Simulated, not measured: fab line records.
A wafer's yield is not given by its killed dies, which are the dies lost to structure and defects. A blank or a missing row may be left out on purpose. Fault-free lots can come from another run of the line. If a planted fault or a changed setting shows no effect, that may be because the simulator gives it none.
Which tool is to blame? ; flow sky130 ; 13 lots with 39 wafers sampled at 6 steps, on a route of 708 steps

WHAT THE GAUGES READ, wafer by wafer
SKY_NWELL_TW_MEAS_15.
lot;measured;on;NWELL_TW
L426;day 5 02:43;filmMetro-02;1837 1842 1842
L428;day 6 01:01;filmMetro-04;1805 1808 1801
L429;day 6 00:40;filmMetro-01;1816 1810 1809
L430;day 6 05:10;filmMetro-02;1838 1839 1840
L432;day 6 13:40;filmMetro-02;30 30 30
L440;day 8 12:18;filmMetro-04;1819 1807 1808
L441;day 8 19:27;filmMetro-04;1818 1810 1804
L442;day 8 22:39;filmMetro-02;1862 1843 1854
L443;day 9 07:48;filmMetro-01;1822 1826 1815
L444;day 9 10:16;filmMetro-01;1827 1819 1822
L445;day 9 14:56;filmMetro-02;1846 1837 1842
L446;day 9 20:29;filmMetro-01;1815 1822 1827
L447;day 10 07:23;filmMetro-04;1808 1798 1793

SKY_NWELL_OVL_MEAS_23.
lot;measured;on;NWELL_01_OVL (nm)
L426;day 5 20:06;overlay-01;0.5 1.8 -2.0
L428;day 6 19:36;overlay-01;1.5 -1.4 -0.2
L429;day 6 18:14;overlay-02;-0.3 1.3 0.4
L430;day 6 23:43;overlay-02;-1.9 -0.9 -1.2
L432;day 7 07:53;overlay-02;1.7 -0.4 -0.2
L440;day 9 10:23;overlay-02;-0.4 -0.7 0.6
L441;day 9 16:45;overlay-02;-1.9 -0.2 -0.4
L442;day 9 19:34;overlay-02;0.9 -0.6 -1.1
L443;day 10 04:25;overlay-02;-0.7 1.5 0.6
L444;day 10 07:46;overlay-02;-1.6 0.5 0.1
L445;day 10 11:46;overlay-02;-0.6 -0.2 1.8
L446;day 10 18:23;overlay-01;0.0 -0.5 2.5
L447;day 11 06:14;overlay-01;0.2 1.1 -1.1

TOOL THAT RAN EACH LOT (tool first, then ch and the chambers of the sampled wafers, then the start)
lot;SKY_FIELD_ISO_STRIP_16;SKY_FIELD_ISO_ETCH_17;SKY_PWDE_STRIP_09;SKY_NWELL_STRIP_14
L426;plasmaAsher-02 ch 0,1, day 2 15:44;rieSi-02 ch 1,2,3, day 2 15:50;plasmaAsher-02 ch 0,1, day 4 09:04;plasmaAsher-01 ch 0,1, day 5 02:37
L428;plasmaAsher-04 ch 0,1, day 3 03:16;rieSi-01 ch 2,3, day 3 03:22;plasmaAsher-02 ch 0,1, day 5 06:13;plasmaAsher-01 ch 0,1, day 6 00:55
L429;plasmaAsher-04 ch 0,1, day 3 07:23;rieSi-01 ch 1,2, day 3 07:29;plasmaAsher-04 ch 0,1, day 5 06:04;plasmaAsher-03 ch 0,1, day 6 00:34
L430;plasmaAsher-04 ch 0,1, day 3 12:44;rieSi-02 ch 0,2, day 3 12:50;plasmaAsher-04 ch 0,1, day 5 10:09;plasmaAsher-04 ch 0,1, day 6 05:04
L432;plasmaAsher-02 ch 0,1, day 4 02:25;rieSi-01 ch 1,3, day 4 02:31;plasmaAsher-02 ch 0,1, day 5 18:16;plasmaAsher-04 ch 0,1, day 6 13:34
L440;plasmaAsher-04 ch 0,1, day 5 19:16;rieSi-01 ch 2,3, day 5 19:22;plasmaAsher-01 ch 1, day 7 15:24;plasmaAsher-04 ch 0, day 8 12:11
L441;plasmaAsher-04 ch 0,1, day 6 00:29;rieSi-02 ch 0,2, day 6 00:35;plasmaAsher-04 ch 0,1, day 7 23:12;plasmaAsher-01 ch 0,1, day 8 19:21
L442;plasmaAsher-04 ch 0,1, day 6 02:01;rieSi-01 ch 1,2, day 6 02:07;plasmaAsher-02 ch 0,1, day 8 01:19;plasmaAsher-03 ch 0,1, day 8 22:32
L443;plasmaAsher-03 ch 0,1, day 6 10:29;rieSi-02 ch 0,2,3, day 6 10:35;plasmaAsher-02 ch 0,1, day 8 09:49;plasmaAsher-03 ch 0,1, day 9 07:42
L444;plasmaAsher-03 ch 1, day 6 13:29;rieSi-01 ch 0,1, day 6 13:35;plasmaAsher-02 ch 0,1, day 8 12:00;plasmaAsher-04 ch 0,1, day 9 10:09
L445;plasmaAsher-02 ch 1, day 6 17:28;rieSi-02 ch 0,1,2, day 6 17:34;plasmaAsher-04 ch 0,1, day 8 16:30;plasmaAsher-01 ch 1, day 9 14:50
L446;plasmaAsher-02 ch 0,1, day 6 22:10;rieSi-01 ch 1,3, day 6 22:16;plasmaAsher-01 ch 0,1, day 8 22:42;plasmaAsher-04 ch 0,1, day 9 20:23
L447;plasmaAsher-03 ch 0,1, day 7 08:59;rieSi-01 ch 0,2,3, day 7 09:05;plasmaAsher-02 ch 0,1, day 9 09:34;plasmaAsher-04 ch 0,1, day 10 07:17
- SKY_FIELD_ISO_STRIP_16: strips in O2/N2.
- SKY_FIELD_ISO_ETCH_17: etches Si in HBr/Cl2/O2, target depth 342 nm, time 97.7 s.
- SKY_PWDE_STRIP_09: strips in O2/N2.
- SKY_NWELL_STRIP_14: strips in O2/N2.

AS READ BY THE TOOLS THEMSELVES (means over the sampled wafers that have a number; for cases with no such wafer, the mark the record gives instead)
SKY_FIELD_ISO_STRIP_16.
lot;tool;drypumpMotorCurrentA (A);oesProductAu (a.u.);stripTimeToEndpointS (s)
L426;plasmaAsher-02;5.1;0.373;3.52
L428;plasmaAsher-04;6.1;0.376;3.54
L429;plasmaAsher-04;6.0;0.380;3.52
L430;plasmaAsher-04;6.1;0.376;3.57
L432;plasmaAsher-02;5.1;0.376;3.57
L440;plasmaAsher-04;6.0;0.378;3.61
L441;plasmaAsher-04;6.1;0.380;3.57
L442;plasmaAsher-04;6.0;0.379;3.51
L443;plasmaAsher-03;5.4;0.374;3.56
L444;plasmaAsher-03;5.3;0.379;3.53
L445;plasmaAsher-02;4.9;0.385;3.54
L446;plasmaAsher-02;5.1;0.379;3.57
L447;plasmaAsher-03;5.4;0.377;3.55

SKY_FIELD_ISO_ETCH_17.
lot;tool;drypumpMotorCurrentA (A);oesProductAu (a.u.);throttleValvePct (%)
L426;rieSi-02;5.9;0.989;25.662
L428;rieSi-01;5.7;1.021;25.647
L429;rieSi-01;5.3;1.006;25.653
L430;rieSi-02;5.7;0.985;25.673
L432;rieSi-01;5.8;1.013;25.646
L440;rieSi-01;5.7;1.022;25.641
L441;rieSi-02;5.9;0.993;25.664
L442;rieSi-01;5.4;1.006;25.664
L443;rieSi-02;5.6;0.990;25.660
L444;rieSi-01;5.5;1.007;25.653
L445;rieSi-02;6.0;0.994;25.662
L446;rieSi-01;5.8;1.017;25.644
L447;rieSi-01;5.5;1.006;25.649

SKY_PWDE_STRIP_09.
lot;tool;drypumpMotorCurrentA (A);oesProductAu (a.u.);stripTimeToEndpointS (s)
L426;plasmaAsher-02;5.1;0.719;36.72
L428;plasmaAsher-02;5.3;0.721;36.64
L429;plasmaAsher-04;6.1;0.720;36.70
L430;plasmaAsher-04;6.1;0.722;36.70
L432;plasmaAsher-02;5.3;0.930;-
L440;plasmaAsher-01;5.0;0.719;36.56
L441;plasmaAsher-04;6.0;0.722;36.71
L442;plasmaAsher-02;5.3;0.716;36.34
L443;plasmaAsher-02;5.1;0.722;36.49
L444;plasmaAsher-02;5.3;0.721;36.56
L445;plasmaAsher-04;6.0;0.719;36.41
L446;plasmaAsher-01;5.2;0.720;36.56
L447;plasmaAsher-02;5.3;0.728;36.53

SKY_NWELL_STRIP_14.
lot;tool;drypumpMotorCurrentA (A);oesProductAu (a.u.);stripTimeToEndpointS (s)
L426;plasmaAsher-01;5.3;0.722;37.10
L428;plasmaAsher-01;5.3;0.722;36.94
L429;plasmaAsher-03;5.4;0.722;36.76
L430;plasmaAsher-04;6.1;0.725;36.85
L432;plasmaAsher-04;6.0;0.729;61.13
L440;plasmaAsher-04;5.9;0.720;36.85
L441;plasmaAsher-01;5.2;0.724;36.88
L442;plasmaAsher-03;5.4;0.718;36.72
L443;plasmaAsher-03;5.3;0.720;37.00
L444;plasmaAsher-04;5.9;0.725;36.94
L445;plasmaAsher-01;5.0;0.725;36.79
L446;plasmaAsher-04;6.0;0.720;36.86
L447;plasmaAsher-04;6.0;0.726;36.83

THE ANSWER, worked out from the rows above alone
Rule: what is usual is taken from the lots themselves. The widest of any qualifying gaps counts: lots, ordered by their means at a reading, are off when they make up no more than a third of the lots, leave a main group of 4 or more, and stand apart from it by 3 or more times the standard deviation of that group's means. The tables above print the reading to a certain number of digits; a main group whose means all agree to those digits is not used. Also off: a lot with no number at a reading for which 4 or more lots have one. The other lots that the step has rows for count as sound. Order of review: gauges by route order, followed by the tools' own readings, for which a lot's mean as printed above is used. The first step at which some lot is off is used, and at that step the reading that is off furthest; a lot without a number counts as furthest.
Off: at SKY_NWELL_TW_MEAS_15 (NWELL_TW), L432. The main group: mean 1823, standard deviation 16.
A tool fits if, at a process step before that reading, it ran every lot that is off, and no sound lot after the first of them. Not tried: the gauges at SKY_NWELL_TW_MEAS_15; whatever is off there is also off at SKY_PWDE_STRIP_09, on other tools, and gauge error can't account for it. None of those tried fits.

WHAT THE SIMULATOR HAD PUT IN
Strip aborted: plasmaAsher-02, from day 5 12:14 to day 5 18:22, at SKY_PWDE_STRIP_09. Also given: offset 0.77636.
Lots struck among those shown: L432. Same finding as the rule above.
